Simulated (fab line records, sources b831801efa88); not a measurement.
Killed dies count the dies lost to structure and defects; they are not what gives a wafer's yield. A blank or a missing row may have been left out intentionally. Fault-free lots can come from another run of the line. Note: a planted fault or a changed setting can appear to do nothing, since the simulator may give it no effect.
What tool caused it? / flow sky130 / 11 lots with 33 wafers sampled at 5 steps, on a route of 708 steps

WHAT EACH GAUGE READ, for each wafer
SKY_VIA1_BOW_MEAS_03.
lot=L466; measured=day 33 17:10; on=filmMetro-02; VIA1_BOW (um)=86 88 97
lot=L468; measured=day 34 14:28; on=filmMetro-04; VIA1_BOW (um)=81 81 85
lot=L469; measured=day 34 16:26; on=filmMetro-02; VIA1_BOW (um)=86 81 85
lot=L467; measured=day 34 17:47; on=filmMetro-02; VIA1_BOW (um)=71 84 71
lot=L470; measured=day 35 09:37; on=filmMetro-01; VIA1_BOW (um)=74 81 92
lot=L475; measured=day 36 18:34; on=filmMetro-04; VIA1_BOW (um)=78 79 90
lot=L476; measured=day 36 22:32; on=filmMetro-04; VIA1_BOW (um)=84 76 86
lot=L477; measured=day 37 07:05; on=filmMetro-02; VIA1_BOW (um)=75 75 74
lot=L479; measured=day 37 21:06; on=filmMetro-04; VIA1_BOW (um)=77 75 76
lot=L480; measured=day 38 02:50; on=filmMetro-01; VIA1_BOW (um)=73 84 81
lot=L488; measured=day 40 06:51; on=filmMetro-02; VIA1_BOW (um)=85 84 80

SKY_VIA3_THK_MEAS_01.
lot=L466; measured=day 39 12:49; on=filmMetro-01; VIA3_HDPCVD_THK (nm)=1644 1677 1626
lot=L468; measured=day 40 08:37; on=filmMetro-02; VIA3_HDPCVD_THK (nm)=1625 1643 1598
lot=L469; measured=day 40 11:23; on=filmMetro-01; VIA3_HDPCVD_THK (nm)=1640 1628 1646
lot=L467; measured=day 40 13:27; on=filmMetro-01; VIA3_HDPCVD_THK (nm)=1667 1685 1663
lot=L470; measured=day 41 03:36; on=filmMetro-04; VIA3_HDPCVD_THK (nm)=1626 1641 1622
lot=L475; measured=day 42 08:35; on=filmMetro-02; VIA3_HDPCVD_THK (nm)=1620 1605 1620
lot=L476; measured=day 42 10:53; on=filmMetro-01; VIA3_HDPCVD_THK (nm)=1912 1642 1929
lot=L477; measured=day 42 20:27; on=filmMetro-01; VIA3_HDPCVD_THK (nm)=1631 1650 1642
lot=L479; measured=day 43 08:56; on=filmMetro-02; VIA3_HDPCVD_THK (nm)=1614 1628 1620
lot=L480; measured=day 43 14:28; on=filmMetro-04; VIA3_HDPCVD_THK (nm)=1674 1636 1653
lot=L488; measured=day 45 11:00; on=filmMetro-02; VIA3_HDPCVD_THK (nm)=1608 1590 1604

TOOL THAT RAN EACH LOT (tool first, then ch and the chambers of the sampled wafers, then the start)
lot=L466; SKY_METAL2_SPUTTER_03=pvdSputter-03, day 34 21:22; SKY_METAL3_ETCH_16=rieMetal-01 ch 0,1, day 39 11:45; SKY_VIA3_HDPCVD_00=hdpcvd-02 ch 0,1, day 39 12:38
lot=L468; SKY_METAL2_SPUTTER_03=pvdSputter-03, day 35 19:25; SKY_METAL3_ETCH_16=rieMetal-01 ch 0,1, day 40 07:34; SKY_VIA3_HDPCVD_00=hdpcvd-02 ch 1,2, day 40 08:27
lot=L469; SKY_METAL2_SPUTTER_03=pvdSputter-04, day 35 20:29; SKY_METAL3_ETCH_16=rieMetal-02 ch 0,1, day 40 10:20; SKY_VIA3_HDPCVD_00=hdpcvd-01 ch 0,1,2, day 40 11:16
lot=L467; SKY_METAL2_SPUTTER_03=pvdSputter-03, day 35 22:35; SKY_METAL3_ETCH_16=rieMetal-01 ch 0,1, day 40 12:24; SKY_VIA3_HDPCVD_00=hdpcvd-02 ch 0,1, day 40 13:17
lot=L470; SKY_METAL2_SPUTTER_03=pvdSputter-03, day 36 14:05; SKY_METAL3_ETCH_16=rieMetal-01 ch 0,1, day 41 02:28; SKY_VIA3_HDPCVD_00=hdpcvd-02 ch 0,2, day 41 03:26
lot=L475; SKY_METAL2_SPUTTER_03=pvdSputter-01, day 37 22:46; SKY_METAL3_ETCH_16=rieMetal-02 ch 1, day 42 07:24; SKY_VIA3_HDPCVD_00=hdpcvd-02 ch 0,2, day 42 08:20
lot=L476; SKY_METAL2_SPUTTER_03=pvdSputter-03, day 38 02:32; SKY_METAL3_ETCH_16=rieMetal-01 ch 1, day 42 09:42; SKY_VIA3_HDPCVD_00=hdpcvd-01 ch 1,2, day 42 10:44
lot=L477; SKY_METAL2_SPUTTER_03=pvdSputter-04, day 38 11:31; SKY_METAL3_ETCH_16=rieMetal-03 ch 1, day 42 19:18; SKY_VIA3_HDPCVD_00=hdpcvd-02 ch 0,2, day 42 20:12
lot=L479; SKY_METAL2_SPUTTER_03=pvdSputter-01, day 39 01:13; SKY_METAL3_ETCH_16=rieMetal-02 ch 0,1, day 43 07:38; SKY_VIA3_HDPCVD_00=hdpcvd-02 ch 0,2, day 43 08:45
lot=L480; SKY_METAL2_SPUTTER_03=pvdSputter-04, day 39 06:16; SKY_METAL3_ETCH_16=rieMetal-03 ch 0,1, day 43 13:15; SKY_VIA3_HDPCVD_00=hdpcvd-02 ch 1,2, day 43 14:17
lot=L488; SKY_METAL2_SPUTTER_03=pvdSputter-04, day 41 08:28; SKY_METAL3_ETCH_16=rieMetal-03 ch 1, day 45 09:57; SKY_VIA3_HDPCVD_00=hdpcvd-02 ch 0,2, day 45 10:50
- SKY_METAL2_SPUTTER_03: material Ti, target thk 5 nm, time 3.3 s.
- SKY_METAL3_ETCH_16: etches BARC in N2/H2, stops on SiO2, time 88.2 s, target depth 60 nm.
- SKY_VIA3_HDPCVD_00: deposits SiO2, target thk 1635 nm, time 272.5 s.

WHAT THE TOOLS THEMSELVES READ (means of the sampled wafers that have a number; where no wafer has one, the mark that the record gives instead)
SKY_METAL2_SPUTTER_03.
lot=L466; tool=pvdSputter-03; throttleValvePct (%)=29.3
lot=L468; tool=pvdSputter-03; throttleValvePct (%)=29.5
lot=L469; tool=pvdSputter-04; throttleValvePct (%)=29.9
lot=L467; tool=pvdSputter-03; throttleValvePct (%)=29.4
lot=L470; tool=pvdSputter-03; throttleValvePct (%)=29.2
lot=L475; tool=pvdSputter-01; throttleValvePct (%)=30.6
lot=L476; tool=pvdSputter-03; throttleValvePct (%)=29.7
lot=L477; tool=pvdSputter-04; throttleValvePct (%)=29.6
lot=L479; tool=pvdSputter-01; throttleValvePct (%)=30.8
lot=L480; tool=pvdSputter-04; throttleValvePct (%)=30.0
lot=L488; tool=pvdSputter-04; throttleValvePct (%)=30.2

SKY_METAL3_ETCH_16.
lot=L466; tool=rieMetal-01; drypumpMotorCurrentA (A)=5.60; n2FlowSccm (sccm)=100.00; oesProductAu (a.u.)=0.625; throttleValvePct (%)=13.211
lot=L468; tool=rieMetal-01; drypumpMotorCurrentA (A)=5.42; n2FlowSccm (sccm)=100.11; oesProductAu (a.u.)=0.629; throttleValvePct (%)=13.199
lot=L469; tool=rieMetal-02; drypumpMotorCurrentA (A)=5.57; n2FlowSccm (sccm)=100.12; oesProductAu (a.u.)=0.627; throttleValvePct (%)=13.211
lot=L467; tool=rieMetal-01; drypumpMotorCurrentA (A)=5.44; n2FlowSccm (sccm)=100.15; oesProductAu (a.u.)=0.624; throttleValvePct (%)=13.203
lot=L470; tool=rieMetal-01; drypumpMotorCurrentA (A)=5.43; n2FlowSccm (sccm)=100.15; oesProductAu (a.u.)=0.630; throttleValvePct (%)=13.213
lot=L475; tool=rieMetal-02; drypumpMotorCurrentA (A)=5.74; n2FlowSccm (sccm)=99.89; oesProductAu (a.u.)=0.623; throttleValvePct (%)=13.196
lot=L476; tool=rieMetal-01; drypumpMotorCurrentA (A)=5.27; n2FlowSccm (sccm)=99.79; oesProductAu (a.u.)=0.627; throttleValvePct (%)=13.204
lot=L477; tool=rieMetal-03; drypumpMotorCurrentA (A)=5.62; n2FlowSccm (sccm)=100.01; oesProductAu (a.u.)=0.626; throttleValvePct (%)=13.202
lot=L479; tool=rieMetal-02; drypumpMotorCurrentA (A)=5.39; n2FlowSccm (sccm)=99.65; oesProductAu (a.u.)=0.634; throttleValvePct (%)=13.210
lot=L480; tool=rieMetal-03; drypumpMotorCurrentA (A)=5.25; n2FlowSccm (sccm)=100.14; oesProductAu (a.u.)=0.627; throttleValvePct (%)=13.204
lot=L488; tool=rieMetal-03; drypumpMotorCurrentA (A)=5.64; n2FlowSccm (sccm)=100.29; oesProductAu (a.u.)=0.628; throttleValvePct (%)=13.209

SKY_VIA3_HDPCVD_00.
lot=L466; tool=hdpcvd-02; runLengthS (s)=300.6
lot=L468; tool=hdpcvd-02; runLengthS (s)=300.3
lot=L469; tool=hdpcvd-01; runLengthS (s)=300.4
lot=L467; tool=hdpcvd-02; runLengthS (s)=300.6
lot=L470; tool=hdpcvd-02; runLengthS (s)=300.7
lot=L475; tool=hdpcvd-02; runLengthS (s)=300.3
lot=L476; tool=hdpcvd-01; runLengthS (s)=333.4
lot=L477; tool=hdpcvd-02; runLengthS (s)=300.3
lot=L479; tool=hdpcvd-02; runLengthS (s)=300.5
lot=L480; tool=hdpcvd-02; runLengthS (s)=300.1
lot=L488; tool=hdpcvd-02; runLengthS (s)=300.7

THE ANSWER, worked out from the rows above alone
Rule: what is usual is taken from the lots themselves. Put in order of their means at a reading, lots are off if they are a third of the lots or fewer, leave a main group of 4 or more, and stand apart from it by a gap of 3 or more times the standard deviation of the main group's means; of several such gaps the widest counts. The tables above print the reading to a certain number of digits; a main group whose means all agree to those digits is not used. A lot without any number at a reading at which 4 lots or more have one is off too. All remaining lots with rows at the step are treated as sound. After the gauges, taken in route order, come the tools' own readings; for these a lot's mean is taken, as printed above. The first step at which some lot is off is used, and at that step the reading that is off furthest; a lot without a number counts as furthest.
Off: at SKY_VIA3_THK_MEAS_01 (VIA3_HDPCVD_THK), L476. For the main group the mean is 1634 nm and the standard deviation 20.
If a tool, at a process step before that reading, ran all the lots that are off and no sound lot after the first of them, it fits. Not tried: the gauges at SKY_VIA3_THK_MEAS_01; whatever is off there is also off at SKY_VIA3_HDPCVD_00, on other tools, and gauge error can't account for it. Can't be told from this: 3 tools fit, pvdSputter-03 at SKY_METAL2_SPUTTER_03, rieMetal-01 at SKY_METAL3_ETCH_16, hdpcvd-01 at SKY_VIA3_HDPCVD_00.

WHAT HAD BEEN PUT IN BY THE SIMULATOR
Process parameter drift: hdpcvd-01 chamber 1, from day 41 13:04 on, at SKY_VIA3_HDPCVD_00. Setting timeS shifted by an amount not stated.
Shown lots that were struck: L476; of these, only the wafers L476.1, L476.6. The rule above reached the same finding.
